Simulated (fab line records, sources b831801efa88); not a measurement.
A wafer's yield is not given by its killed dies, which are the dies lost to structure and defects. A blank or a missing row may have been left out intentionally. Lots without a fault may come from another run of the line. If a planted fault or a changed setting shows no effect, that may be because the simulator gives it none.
A struck lot beside a sound one    flow sky130    16 out of 708 route steps
Sound: these wafers, L811.2, L811.5, L811.6. The struck wafers were L823.1, L823.3, L823.5. The cause comes at the end.
Each step with rows lists, per side, the tool, then ch with its chambers, then its first start. Under that, the readings that differ: sound wafers    struck wafers    difference of the means    sigmas: that difference in standard deviations of wafers without a fault.
alike: words and numbers the same on both sides, and readings whose means are apart by under 2 such deviations; not compared: readings that were withheld, readings missing a value for some wafer, numbers with overlapping values and no deviation given by the record, and bounds like >300 which may hide the same value.
A row with sigmas, a row that says differs or no value, or rows on one side alone: a step with any of these is where the two part. Numbers that don't overlap but have no deviation are shown without sigmas and don't part them. Lack of a reading on every wafer of one side parts them only where that side has two or more wafers.

first, 4 steps without rows for these wafers: SKY_LDD_LDN_SOFTBAKE_03 (time 60 s); SKY_LDD_LDN_EXPOSE_04 (exposes mask LDNTM, target cd 700 nm); SKY_LDD_LDN_PEB_05; SKY_LDD_LDN_DEVELOP_06 (develop time 60 s).
SKY_LDD_LDN_OVL_MEAS_07:
  sound: overlay-02 at day 23 06:20; struck: overlay-02 at day 27 05:38
  alike: LDD_LDN_OVL
then, 4 steps without rows for these wafers: SKY_LDD_LDN_IMPLANT_08; SKY_LDD_LDN_IMPLANT_09; SKY_LDD_LDN_IMPLANT_10; SKY_LDD_LDN_IMPLANT_11.
SKY_LDD_LDN_STRIP_12: strips in O2/N2.
  sound on plasma asher-01 ch 0,1, day 23 06:58; struck on plasma asher-01 ch 0,1, day 27 06:17
  alike: drypump motor current A, n2 flow sccm, oes product au, strip time to endpoint s
  not compared: rf hours counter h
SKY_LDD_LDN_TW_MEAS_13:
  sound: film metro-03 at day 23 07:05; struck: film metro-03 at day 27 06:23
  alike: LDD_LDN_TW
then, 1 step without rows for these wafers: SKY_LDD_LDN_CLEAN_14 (cleans in SC1/SC2, time 150 s).
SKY_SPACER_CVD_00: deposits Si3N4 from DCS/NH3, target thk 43.1 nm, time 740 s.
  sound on lpcvd-02 ch 0, day 23 07:11; struck on lpcvd-02 ch 1, day 27 07:37
reading                                   sound              struck             difference  sigmas
model.Si3N4_of_SPACER_CVD_00.thk nm (nm)  43.24 43.25 43.61  79.91 79.56 79.43  +36.27      
SKY_SPACER_THK_MEAS_01:
  sound: film metro-02 at day 23 08:24; struck: film metro-02 at day 27 08:49
reading                 sound           struck          difference  sigmas
SPACER_CVD_00_THK (nm)  43.3 43.3 43.6  79.8 79.6 79.4  +36.2       +84
SKY_SPACER_ETCHBACK_02: etches Si3N4 in CH3F/O2, stops on SiO2, time 46.7 s, target depth 45 nm.
  sound on rie diel-02 ch 0,1,2, day 23 08:27; struck on rie diel-02 ch 0,1,2, day 27 08:52
reading                   sound                 struck                difference  sigmas
oes product au (a.u.)     0.859 0.851 0.868     0.979 0.986 0.961     +0.116      +19
throttle valve pct (%)    10.572 10.565 10.553  10.581 10.587 10.591  +0.023      +2
model.etch.depth nm (nm)  43.24 43.25 43.61     54.53 54.26 52.83     +10.51      
  alike: bias w, drypump motor current A
  not compared: rf hours counter h
-- the record jumps here: 21 days lie between the struck wafers' starts before and after (it left off in module SPACER and takes up again in module PAD_OPEN, whose first step shown is number 708 of the route) --
SKY_PAD_OPEN_PROBE_99:
  sound: prober-01 at day 46 00:20; struck: prober-02 at day 48 18:37
reading              sound     struck       difference  sigmas
killed at front end  17 13 12  411 418 419  +402        +98
killed dies          88 76 82  492 492 492  +410        +47
killed on rim        11 24 20  96 96 96     +78         +22
  alike: killed_at_M0_to_M3, killed_at_M4_up, killed at contacts, killed at other, killed open, killed short

WHERE THEY PART
First at SKY_SPACER_THK_MEAS_01; last, within this record, at SKY_PAD_OPEN_PROBE_99.

WHY: whatever the simulator had introduced
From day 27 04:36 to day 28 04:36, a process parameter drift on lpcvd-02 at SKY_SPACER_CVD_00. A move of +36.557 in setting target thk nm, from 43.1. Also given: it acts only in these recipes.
